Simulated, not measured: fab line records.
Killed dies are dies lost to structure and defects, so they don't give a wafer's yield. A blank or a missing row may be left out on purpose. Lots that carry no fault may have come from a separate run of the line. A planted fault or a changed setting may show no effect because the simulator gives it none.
Commonality check across tools	flow sfq_line	45 wafers sampled across 15 lots

WHY IT WAS OPENED
SFQ_M1_RS_MEAS_909, reading M1_NB_RS: flagged on 3 of 15 lots. Fault-free wafers read 0.889 ohm/sq, with a standard deviation of 0.0088.
Rule: a lot is flagged in two cases, either no wafer of it has a number, or all its wafers with numbers fall more than 4 standard deviations from that mean. The rest of the lots are taken to be sound.

lot	measured	on	M1_NB_RS (ohm/sq), wafer by wafer	flag
L218	day 17 12:01	film_metro-03	0.886 0.887 0.895	
L219	day 17 13:47	film_metro-01	0.883 0.881 0.877	
L220	day 17 15:37	film_metro-03	0.876 0.879 0.871	
L221	day 17 17:59	film_metro-04	0.883 0.882 0.887	
L222	day 17 20:24	film_metro-03	0.875 0.870 0.869	
L223	day 17 23:04	film_metro-03	0.439 0.439 0.439	FLAGGED
L224	day 18 01:16	film_metro-01	0.883 0.888 0.891	
L225	day 19 20:40	film_metro-01	0.888 0.888 0.883	
L230	day 23 08:04	film_metro-01	0.443 0.443 0.444	FLAGGED
L233	day 25 03:15	film_metro-01	0.443 0.441 0.443	FLAGGED
L235	day 25 19:49	film_metro-03	0.896 0.896 0.893	
L236	day 25 23:52	film_metro-03	0.885 0.887 0.877	
L237	day 26 03:41	film_metro-01	0.897 0.893 0.889	
L239	day 26 22:53	film_metro-01	0.904 0.899 0.907	
L240	day 27 06:37	film_metro-03	0.890 0.890 0.896	
On average the flagged lots' numbers are 0.442 ohm/sq, which is -0.447 ohm/sq against the usual, or -51 standard deviations.

EACH LOT AND THE TOOL IT RAN ON
2 process steps preceding the reading are held in the record, out of 325 steps in the route. Every cell lists first the tool, next ch and the chambers used by the sampled wafers, and last the start.
lot	flag	SFQ_TRILAYER_I0_VIA_STRIP_STRIP_035	SFQ_TRILAYER_M1_DEP_SPUTTER_037
L218		rie_metal-04 ch 0, day 17 11:05	pvd_sputter-04, day 17 11:53
L219		rie_metal-01 ch 1, day 17 12:17	pvd_sputter-05, day 17 13:41
L220		rie_metal-02 ch 0,1, day 17 14:41	pvd_sputter-04, day 17 15:29
L221		rie_metal-01 ch 0,1, day 17 17:05	pvd_sputter-05, day 17 17:53
L222		rie_metal-02 ch 0,1, day 17 19:29	pvd_sputter-04, day 17 20:19
L223	FLAGGED	rie_metal-01 ch 0,1, day 17 21:53	pvd_sputter-05, day 17 22:41
L224		rie_metal-02 ch 0,1, day 18 00:29	pvd_sputter-05, day 18 01:07
L225		rie_metal-02 ch 1, day 19 19:31	pvd_sputter-04, day 19 20:32
L230	FLAGGED	rie_metal-04 ch 1, day 23 06:54	pvd_sputter-03, day 23 07:42
L233	FLAGGED	rie_metal-02 ch 0,1, day 25 02:06	pvd_sputter-05, day 25 02:54
L235		rie_metal-01 ch 0, day 25 18:54	pvd_sputter-05, day 25 19:42
L236		rie_metal-02 ch 1, day 25 22:58	pvd_sputter-04, day 25 23:46
L237		rie_metal-01 ch 0,1, day 26 02:47	pvd_sputter-04, day 26 03:35
L239		rie_metal-04 ch 0,1, day 26 21:59	pvd_sputter-05, day 26 22:47
L240		rie_metal-02 ch 1, day 27 05:42	pvd_sputter-03, day 27 06:31
These steps, and what they do:
- SFQ_TRILAYER_I0_VIA_STRIP_STRIP_035: strips in O2.
- SFQ_TRILAYER_M1_DEP_SPUTTER_037: material Nb, target thk 200 nm, time 133.3 s.
- SFQ_M1_RS_MEAS_909: measures by four-point-probe.

FLAGGED OVER TOTAL, TOOL BY TOOL (the gauges that took the reading come last)
step	tool	lots run	flagged	share of the flagged lots	sound lots run after its first flagged lot
SFQ_TRILAYER_I0_VIA_STRIP_STRIP_035	rie_metal-01	5	1	some	2 (L235,L237)
SFQ_TRILAYER_I0_VIA_STRIP_STRIP_035	rie_metal-02	7	1	some	2 (L236,L240)
SFQ_TRILAYER_I0_VIA_STRIP_STRIP_035	rie_metal-04	3	1	some	1 (L239)
SFQ_TRILAYER_M1_DEP_SPUTTER_037	pvd_sputter-03	2	1	some	1 (L240)
SFQ_TRILAYER_M1_DEP_SPUTTER_037	pvd_sputter-04	6	0	none	-
SFQ_TRILAYER_M1_DEP_SPUTTER_037	pvd_sputter-05	7	2	some	3 (L224,L235,L239)
SFQ_M1_RS_MEAS_909	film_metro-01	7	2	some	2 (L237,L239)
SFQ_M1_RS_MEAS_909	film_metro-03	7	1	some	3 (L235,L236,L240)
SFQ_M1_RS_MEAS_909	film_metro-04	1	0	none	-

WHAT THE TABLE ALLOWS
No row of the table ran every flagged lot.

WHAT THE SIMULATOR HAD PUT IN
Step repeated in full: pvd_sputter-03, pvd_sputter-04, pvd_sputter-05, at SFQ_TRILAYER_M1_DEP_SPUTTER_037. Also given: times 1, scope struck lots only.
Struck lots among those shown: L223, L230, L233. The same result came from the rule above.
